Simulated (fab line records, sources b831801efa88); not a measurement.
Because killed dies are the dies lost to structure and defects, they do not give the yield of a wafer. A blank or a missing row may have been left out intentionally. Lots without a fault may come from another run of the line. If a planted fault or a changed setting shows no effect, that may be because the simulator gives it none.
Chamber matching + flow gf180mcu + cmp-02 running GF_V2_CMP_04: 4 sister chambers
The step polishes SiO2. 8 wafers are shown with their chamber, then 12 later ones without.

## WAFERS PAIRED WITH THEIR CHAMBERS
| wafer  | chamber | motor-current-A (A) | time-to-endpoint-s (s) |
|--------|---------|---------------------|------------------------|
| L086.6 | 1       | 13.6                | 71                     |
| L087.4 | 3       | 11.9                | 83                     |
| L087.5 | 2       | 11.5                | 79                     |
| L089.2 | 3       | 12.1                | 76                     |
| L089.5 | 0       | 11.3                | 79                     |
| L090.2 | 0       | 10.6                | 71                     |
| L090.5 | 1       | 13.7                | 86                     |
| L090.6 | 2       | 11.6                | 82                     |

## WAFERS WITHOUT THEIR CHAMBER
| wafer  | motor-current-A (A) | time-to-endpoint-s (s) |
|--------|---------------------|------------------------|
| L093.4 | 11.1                | 69                     |
| L093.5 | 11.9                | 81                     |
| L093.6 | 14.1                | 77                     |
| L095.2 | 10.6                | 81                     |
| L095.3 | 11.8                | 78                     |
| L095.4 | 12.1                | 88                     |
| L096.2 | 14.0                | 80                     |
| L096.4 | 11.4                | 85                     |
| L096.6 | 13.3                | 97                     |
| L097.2 | 11.3                | 91                     |
| L097.5 | 13.4                | 90                     |
| L097.6 | 11.1                | 75                     |

## CHAMBER TAKEN BY EACH
| wafer  | from the rows above          | in truth |
|--------|------------------------------|----------|
| L093.4 | can't be placed: 0 or 2      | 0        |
| L093.5 | can't be placed: 3 or 2      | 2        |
| L093.6 | 1                            | 1        |
| L095.2 | 0                            | 0        |
| L095.3 | can't be placed: 3 or 2      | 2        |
| L095.4 | can't be placed: 3 or 2      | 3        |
| L096.2 | 1                            | 1        |
| L096.4 | can't be placed: 2 or 0 or 3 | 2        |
| L096.6 | 1                            | 1        |
| L097.2 | can't be placed: 2 or 0 or 3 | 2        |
| L097.5 | 1                            | 1        |
| L097.6 | can't be placed: 0 or 2      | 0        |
Correctly placed: 5 of 12. Not placeable from these rows: 7 (in 7, the candidates include the true chamber). Placed wrongly: 0.
How it was worked out, from the rows above alone: a wafer's distance from a chamber is the root of the sum, over the readings, of the square of ((its reading less the chamber's mean) divided by the reading's scatter). The wafer belongs to the nearest chamber; if the next one is less than 2 further off, it can't be placed. The mean given for a chamber averages the wafers shown for that chamber. How the scatter is found: for the shown wafers, subtract from each reading the mean of its chamber, square and add these, divide the total by (wafers less chambers), then take the root.
